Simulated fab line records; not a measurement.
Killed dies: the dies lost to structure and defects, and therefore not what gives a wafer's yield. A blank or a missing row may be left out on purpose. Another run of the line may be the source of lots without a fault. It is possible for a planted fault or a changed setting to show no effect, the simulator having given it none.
Problem report in the 8D (eight disciplines) form, filled by code	flow sky130	the parts of the form that need people (team, actions taken, sign-off) are left out

1. THE ISSUE
Mean VIA4_W_RS at SKY_VIA4_RS_MEAS_19: 0.5716 ohm/sq over 5 wafers in 3 lots; fault-free wafers: 0.2271 ohm/sq, standard deviation 0.0025. So: +99 or more standard deviations from the usual mean.
The step: measures by four-point-probe.
Earliest sighting: wafer L425.4 on film_metro-04 at day 45 03:40. Wafers with a number at this step in the record: 27, from 9 lots. Rule for "out" (also "out of limits"): further than 4 standard deviations from the usual mean. All remaining wafers that have a number are taken as sound.

2. WHAT IT IS AND WHAT IT IS NOT
question	is	is not
which readings at this step	VIA4_W_RS	-
which lots	L425, L426, L427	L417, L419, L434, L436, L439, L440
which wafers of those lots	L425.4, L425.6, L426.1, L427.1, L427.3	L425.3, L426.2, L426.6, L427.6
read on which gauges	film_metro-03, film_metro-04	-
when	from day 45 03:40	up to then (7 sound wafers); but 15 sound wafers of L426, L427, L434, L436, L439, L440 came after

3. SUSPECTS, AND WHAT RULES EACH OUT
Counting: any tool at a process step up to the reading remains a suspect provided it ran every lot that is out. Sound lots after the first of them don't rule it out here, since some wafers of a struck lot are sound.
- the gauge at SKY_VIA4_RS_MEAS_19 is ruled out. The wafers that are out were read on 2 gauges (film_metro-03, film_metro-04).
- cvd_w-02 at SKY_VIA4_CVD_18 (deposits W, target thk 505 nm, time 152.14 s): kept. Ran every lot that is out, first one L425 (day 45 03:32); last sound lot up to then L419 (day 43 08:47). Out on those wafers are its own readings of heater_power_outer_w, heater_power_w, susceptor_temp_C.
- The sound lot-mates ran in chamber 1 of cvd_w-02 at SKY_VIA4_CVD_18, but the wafers that are out ran in chamber 0.
Left after counting: cvd_w-02 at SKY_VIA4_CVD_18.

4. THE CAUSE (what the simulator had put in)
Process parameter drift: cvd_w-02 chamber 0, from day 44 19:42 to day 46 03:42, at SKY_VIA4_CVD_18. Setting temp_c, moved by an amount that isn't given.
This tool alone remained once counting was done.

5. THE CHAIN OF EFFECTS, in route order
One row per reading whose mean, taken over the struck wafers that have a number, lies over 3 standard deviations from the usual. Only readings whose record carries a usual standard deviation are examined. hours: median over the lots of the time between each lot's start at the first step of this table that gives one and its start at this step. sigmas: the change, counted in usual standard deviations.
hours	step	reading	usual	on struck wafers	change	sigmas
0	SKY_VIA4_CVD_18	heater_power_outer_w	565 W	345	-220	-4.8
0	SKY_VIA4_CVD_18	heater_power_w	914 W	589	-325	-5.0
0	SKY_VIA4_CVD_18	susceptor_temp_C	399.94 C	351.49	-48.45	-99 or more
0	SKY_VIA4_RS_MEAS_19	VIA4_W_RS	0.2271 ohm/sq	0.5716	+0.3445	+99 or more
5	SKY_VIA4_THK_MEAS_20	VIA4_W_THK	499 nm	202	-297	-42
7	SKY_VIA4_CMP_21	time_to_endpoint_s	119 s	47	-72	-20
It contains these process steps:
- SKY_VIA4_CVD_18: deposits W, target thk 505 nm, time 152.14 s.
- SKY_VIA4_CMP_21: polishes, stops on SiO2, t overpolish 25 s, target thk 0 nm.
Later steps that measure or inspect, where all struck wafers having a row at the step show a number for every such reading and not one has moved that far: SKY_METAL5_RS_MEAS_05.

6. WHAT WOULD HAVE CAUGHT IT SOONER
In this record the first reading out of limits at a measuring or inspecting step was taken at day 45 03:40, 8 hours after the fault began at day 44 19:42.
Tool's own readings at SKY_VIA4_CVD_18, heater_power_outer_w, heater_power_w, susceptor_temp_C: out on all struck wafers the step has rows for; an alarm limit on them would have tripped on the first.
Lots out: 3; of these, L426, L427 started SKY_VIA4_CVD_18 on cvd_w-02 after day 45 03:40. A hold on the tool at that time would have spared those 2.
